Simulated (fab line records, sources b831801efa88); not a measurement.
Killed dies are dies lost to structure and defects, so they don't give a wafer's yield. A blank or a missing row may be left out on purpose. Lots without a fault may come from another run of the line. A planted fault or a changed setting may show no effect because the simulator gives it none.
Which tool did it? | flow sfq_line | 14 lots, 42 wafers sampled, at 3 steps of a route of 325

WHAT THE GAUGES READ, wafer by wafer
SFQ_M4_OVL_MEAS_926.
lot  | measured     | on         | M4_OVL (nm)
L910 | day 54 02:03 | overlay-01 | -7 -2 -3
L911 | day 54 14:03 | overlay-01 | -3 -4 -7
L912 | day 55 09:22 | overlay-01 | -1 2 1
L913 | day 55 14:10 | overlay-02 | -3 -2 1
L914 | day 56 02:18 | overlay-02 | -13 -4 0
L915 | day 56 22:43 | overlay-01 | -5 -8 3
L916 | day 57 07:06 | overlay-02 | -9 -12 -11
L917 | day 59 05:42 | overlay-01 | 1 -7 1
L918 | day 59 08:06 | overlay-02 | -4 1 -6
L923 | day 60 05:41 | overlay-02 | 7 4 2
L927 | day 61 13:01 | overlay-01 | 5 -6 -2
L929 | day 61 17:49 | overlay-02 | 2 2 1
L931 | day 62 07:01 | overlay-01 | -3 -8 -1
L933 | day 62 20:21 | overlay-01 | 12 4 4

SFQ_I4_OVL_MEAS_928.
lot  | measured     | on         | I4_OVL (nm)
L910 | day 59 15:17 | overlay-01 | -1 -7 6
L911 | day 60 02:05 | overlay-02 | 7 -2 3
L912 | day 60 15:17 | overlay-02 | 1 6 3
L913 | day 60 20:13 | overlay-01 | 2 4 7
L914 | day 61 02:13 | overlay-01 | 5 6 -4
L915 | day 61 23:50 | overlay-01 | 6 -2 3
L916 | day 62 08:13 | overlay-01 | 0 2 2
L917 | day 64 00:05 | overlay-02 | 7 1 2
L918 | day 64 03:40 | overlay-02 | 3 12 5
L923 | day 65 04:52 | overlay-02 | -4 0 2
L927 | day 66 11:07 | overlay-02 | 8 9 0
L929 | day 66 15:55 | overlay-01 | 11 12 5
L931 | day 67 01:31 | overlay-01 | 4 10 -4
L933 | day 67 07:31 | overlay-02 | 9 15 1

WHICH TOOL RAN EACH LOT (tool, then ch and the chambers of the sampled wafers, then the start)
lot  | SFQ_TRILAYER_M4_STRIP_STRIP_097
L910 | rie_metal-04 ch 0, day 54 02:27
L911 | rie_metal-03 ch 0, day 54 14:27
L912 | rie_metal-03 ch 0, day 55 09:35
L913 | rie_metal-04 ch 0,1, day 55 14:23
L914 | rie_metal-02 ch 0,1, day 56 02:31
L915 | rie_metal-02 ch 0, day 56 23:42
L916 | rie_metal-04 ch 0,1, day 57 07:19
L917 | rie_metal-04 ch 0,1, day 59 06:07
L918 | rie_metal-03 ch 0,1, day 59 08:19
L923 | rie_metal-03 ch 0,1, day 60 05:59
L927 | rie_metal-04 ch 0,1, day 61 13:14
L929 | rie_metal-02 ch 0,1, day 61 18:02
L931 | rie_metal-04 ch 0,1, day 62 07:14
L933 | rie_metal-02 ch 0, day 62 20:34
- SFQ_TRILAYER_M4_STRIP_STRIP_097: strips in O2.

WHAT THE TOOLS THEMSELVES READ (means of the sampled wafers that have a number; where no wafer has one, the mark that the record gives instead)
SFQ_TRILAYER_M4_STRIP_STRIP_097.
lot  | tool         | drypump_motor_current_A (A) | oes_product_au (a.u.)
L910 | rie_metal-04 | 5.3                         | 0.993
L911 | rie_metal-03 | 5.5                         | 1.000
L912 | rie_metal-03 | 5.5                         | 1.004
L913 | rie_metal-04 | 5.3                         | 0.996
L914 | rie_metal-02 | 6.1                         | 1.003
L915 | rie_metal-02 | 5.3                         | 0.998
L916 | rie_metal-04 | 5.3                         | 1.001
L917 | rie_metal-04 | 5.2                         | 1.003
L918 | rie_metal-03 | 5.7                         | 1.003
L923 | rie_metal-03 | 5.6                         | 0.994
L927 | rie_metal-04 | 5.2                         | 1.004
L929 | rie_metal-02 | 5.7                         | 0.999
L931 | rie_metal-04 | 5.2                         | 0.992
L933 | rie_metal-02 | 5.3                         | 0.999

THE ANSWER, worked out from the rows above alone
Rule: what is usual is taken from the lots themselves. Put in order of their means at a reading, lots are off if they are a third of the lots or fewer, leave a main group of 4 or more, and stand apart from it by a gap of 3 or more times the standard deviation of the main group's means; of several such gaps the widest counts. A main group whose means are all the same, to the digits that the tables above print for the reading, isn't used. A lot without any number at a reading at which 4 lots or more have one is off too. The other lots that the step has rows for count as sound. The gauges are gone through in route order, then the tools' own readings, and for those a lot's mean is taken as printed above. The first step at which some lot is off is used, and at that step the reading that is off furthest; a lot without a number counts as furthest.
No lot is off at any reading shown: from this, nothing can be told.

WHAT THE SIMULATOR HAD PUT IN
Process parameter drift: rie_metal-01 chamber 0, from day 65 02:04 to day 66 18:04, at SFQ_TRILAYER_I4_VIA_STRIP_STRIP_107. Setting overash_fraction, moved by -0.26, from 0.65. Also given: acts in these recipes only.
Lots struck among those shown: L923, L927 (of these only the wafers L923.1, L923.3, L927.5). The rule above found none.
